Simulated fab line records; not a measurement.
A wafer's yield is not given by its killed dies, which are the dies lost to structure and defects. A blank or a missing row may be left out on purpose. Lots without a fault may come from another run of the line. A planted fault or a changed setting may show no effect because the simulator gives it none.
Which tool was responsible?	flow gf180mcu	72 wafers from 24 lots sampled at 2 of the route's 602 steps

WHAT EACH GAUGE READ, for each wafer
GF_V2_THK_MEAS_01. Usual: V2_CVD_00_THK gives 596 nm (standard deviation 9.2).
lot	measured	on	V2_CVD_00_THK (nm)	flag
L074	day 18 19:05	film metro-03	601 595 611	
L075	day 20 05:49	film metro-03	594 585 597	
L076	day 20 13:13	film metro-01	597 617 610	
L077	day 20 17:13	film metro-03	592 590 589	
L078	day 20 23:49	film metro-03	583 583 596	
L079	day 21 07:31	film metro-02	604 605 602	
L080	day 21 14:23	film metro-03	585 589 590	
L081	day 22 02:49	film metro-01	597 594 601	
L083	day 22 21:19	film metro-01	596 601 592	
L082	day 22 23:02	film metro-01	611 602 610	
L084	day 23 01:00	film metro-03	591 590 606	
L085	day 23 11:32	film metro-03	586 593 587	
L086	day 23 14:11	film metro-01	580 577 583	
L087	day 24 07:34	film metro-03	592 590 582	
L088	day 24 12:25	film metro-01	609 603 611	
L089	day 24 20:37	film metro-01	591 595 590	
L090	day 24 23:02	film metro-01	592 595 591	
L091	day 25 12:59	film metro-03	601 616 602	
L092	day 26 03:38	film metro-02	599 604 591	
L093	day 26 08:02	film metro-01	589 592 590	
L094	day 26 12:44	film metro-01	603 598 609	
L095	day 26 17:38	film metro-02	610 608 596	
L096	day 26 20:35	film metro-02	614 618 616	
L097	day 27 00:52	film metro-01	603 600 602	

TOOL THAT RAN EACH LOT (tool first, then ch and the chambers of the sampled wafers, then the start)
lot	GF_V1_STRIP_18
L074	plasma asher-03 ch 0,1, day 17 17:23
L075	plasma asher-04 ch 1, day 19 03:26
L076	plasma asher-02 ch 0,1, day 19 10:52
L077	plasma asher-04 ch 0,1, day 19 14:20
L078	plasma asher-03 ch 0, day 19 20:58
L079	plasma asher-03 ch 0, day 20 04:51
L080	plasma asher-02 ch 0,1, day 20 11:47
L081	plasma asher-02 ch 0,1, day 21 00:29
L083	plasma asher-04 ch 0,1, day 21 19:14
L082	plasma asher-04 ch 0,1, day 21 21:16
L084	plasma asher-02 ch 0,1, day 21 23:40
L085	plasma asher-04 ch 0,1, day 22 10:02
L086	plasma asher-02 ch 0,1, day 22 13:23
L087	plasma asher-04 ch 0,1, day 23 06:55
L088	plasma asher-04 ch 0,1, day 23 12:38
L089	plasma asher-02 ch 0,1, day 23 20:01
L090	plasma asher-02 ch 0,1, day 23 22:53
L091	plasma asher-04 ch 0,1, day 24 13:20
L092	plasma asher-04 ch 0,1, day 25 03:41
L093	plasma asher-03 ch 0,1, day 25 09:07
L094	plasma asher-04 ch 0,1, day 25 13:52
L095	plasma asher-03 ch 0,1, day 25 18:50
L096	plasma asher-02 ch 0,1, day 25 21:33
L097	plasma asher-02 ch 0,1, day 26 01:56
- GF_V1_STRIP_18: strips in O2/N2.

WHAT THE TOOLS THEMSELVES READ (means of the sampled wafers that have a number; where no wafer has one, the mark that the record gives instead)
GF_V1_STRIP_18. Usual: drypump motor current A 5.8 A, standard deviation 0.58; heater power w 326 W, standard deviation 22; oes product au 0.592 a.u., standard deviation 0.0048.
lot	tool	drypump motor current A (A)	heater power w (W)	oes product au (a.u.)	flag
L074	plasma asher-03	6.2	362	0.590	
L075	plasma asher-04	5.6	307	0.591	
L076	plasma asher-02	6.1	310	0.591	
L077	plasma asher-04	5.3	323	0.593	
L078	plasma asher-03	6.8	359	0.593	
L079	plasma asher-03	6.8	355	0.591	
L080	plasma asher-02	5.7	327	0.596	
L081	plasma asher-02	6.2	312	0.591	
L083	plasma asher-04	5.3	321	0.589	
L082	plasma asher-04	5.5	310	0.586	
L084	plasma asher-02	5.7	325	0.592	
L085	plasma asher-04	5.3	316	0.594	
L086	plasma asher-02	5.7	321	0.595	
L087	plasma asher-04	5.3	320	0.592	
L088	plasma asher-04	5.3	320	0.592	
L089	plasma asher-02	6.1	316	0.594	
L090	plasma asher-02	6.2	309	0.592	
L091	plasma asher-04	5.4	319	0.594	
L092	plasma asher-04	5.5	315	0.593	
L093	plasma asher-03	6.2	360	0.591	
L094	plasma asher-04	5.5	314	0.588	
L095	plasma asher-03	6.5	363	0.591	
L096	plasma asher-02	6.1	312	0.595	
L097	plasma asher-02	5.7	325	0.591	

THE ANSWER, worked out from the rows above alone
Rule: take the mean of a lot's wafers that have a number; if it is more than 3 standard deviations from the usual mean, the lot is off. Also off: a lot with no number at a reading for which 4 or more lots have one. Where the step has rows for the other lots, those lots are counted as sound. First the gauges in route order, then the tools' own readings, where a lot's mean is used as printed above. The first step at which some lot is off is used, and at that step the reading that is off furthest; a lot without a number counts as furthest.
No lot is off at any reading shown: from this, nothing can be told.

WHAT THE SIMULATOR HAD INSERTED
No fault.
